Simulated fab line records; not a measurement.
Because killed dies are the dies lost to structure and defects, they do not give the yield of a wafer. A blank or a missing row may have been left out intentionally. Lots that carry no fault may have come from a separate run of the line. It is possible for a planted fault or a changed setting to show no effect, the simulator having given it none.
8D (eight disciplines) problem report, filled in by code | flow gf180mcu | the parts of the form that need people (team, actions taken, sign-off) are left out

== 1. WHAT IS WRONG ==
HV_LDD_3_TW at GF_HV_LDD_TW_MEAS_38 reads a mean of 1326 on 6 wafers of 2 lots; wafers without a fault read 1450 with a standard deviation of 10. Relative to the usual mean, that is a shift of -12 standard deviations.
First observed at day 13 01:26: wafer L338.3, on film-metro-01. The record has a number at this step for 42 wafers belonging to 14 lots. By rule, "out" or "out of limits" means more than 4 standard deviations away from the usual mean. The other wafers with a number count as sound.

== 2. WHAT IT IS, AND WHAT IT ISN'T ==
question                    | is                     | is not
which readings at this step | HV_LDD_3_TW            | -
which lots                  | L338, L339             | L334, L335, L336, L342, L345, L349, L350, L351, L353, L354, L355, L356
which wafers of those lots  | all that have a number | -
read on which gauges        | film-metro-01          | film-metro-03, film-metro-04
when                        | from day 13 01:26      | up to then (9 sound wafers); but 27 sound wafers of L342, L345, L349, L350, L351, L353, L354, L355, L356 came after

== 3. WHAT RULES OUT EACH SUSPECT ==
Counting: a tool stays on the suspect list if, at a process step up to the reading, it processed all lots that are out and no sound lot following the first of them.
- the gauge at GF_HV_LDD_TW_MEAS_38: kept. All the wafers that are out were read on film-metro-01, and no step on other tools shows them out.
- implanter-03 at GF_HV_LDD_IMPLANT_35: ruled out as a lasting fault. After its first lot that is out, L338 (day 13 01:04), sound lots L342, L345, L350, L351, L353 ran on it.
After counting, what remains is film-metro-01 at GF_HV_LDD_TW_MEAS_38.

== 4. THE CAUSE (what the simulator had put in) ==
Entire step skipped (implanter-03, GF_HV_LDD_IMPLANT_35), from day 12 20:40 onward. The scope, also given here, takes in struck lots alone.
The count ruled it out by mistake, since the rule takes a fault to strike every lot its tool runs from the start of the fault on, and this one did not do so.

== 5. THE CHAIN OF EFFECTS, in route order ==
Each row: a reading where the mean over the struck wafers with a number is more than 3 standard deviations away from the usual. Scope: only readings with a usual standard deviation given in the record; hours: median across lots of the time from each lot's start at the first step in this table that gives one to its start at this step; sigmas: change in usual standard deviations.
hours | step                 | reading     | usual | on struck wafers | change | sigmas
0     | GF_HV_LDD_TW_MEAS_38 | HV_LDD_3_TW | 1450  | 1326             | -124   | -12
Readings that are blank on the struck wafers while sound wafers have them: beam-energy-keV at GF_HV_LDD_IMPLANT_35; beam-on-s at GF_HV_LDD_IMPLANT_35; dose-ions-cm2 at GF_HV_LDD_IMPLANT_35; end-station-pressure-torr at GF_HV_LDD_IMPLANT_35.

== 6. HOW IT WOULD HAVE BEEN CAUGHT EARLIER ==
5 hours passed between the start of the fault at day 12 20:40 and the first reading out of limits at a measuring or inspecting step in this record, taken at day 13 01:26.
At GF_HV_LDD_IMPLANT_35 the tool's readings are blank on the struck wafers, where sound wafers have them: an empty tool record is the first sign, and it was there at once.
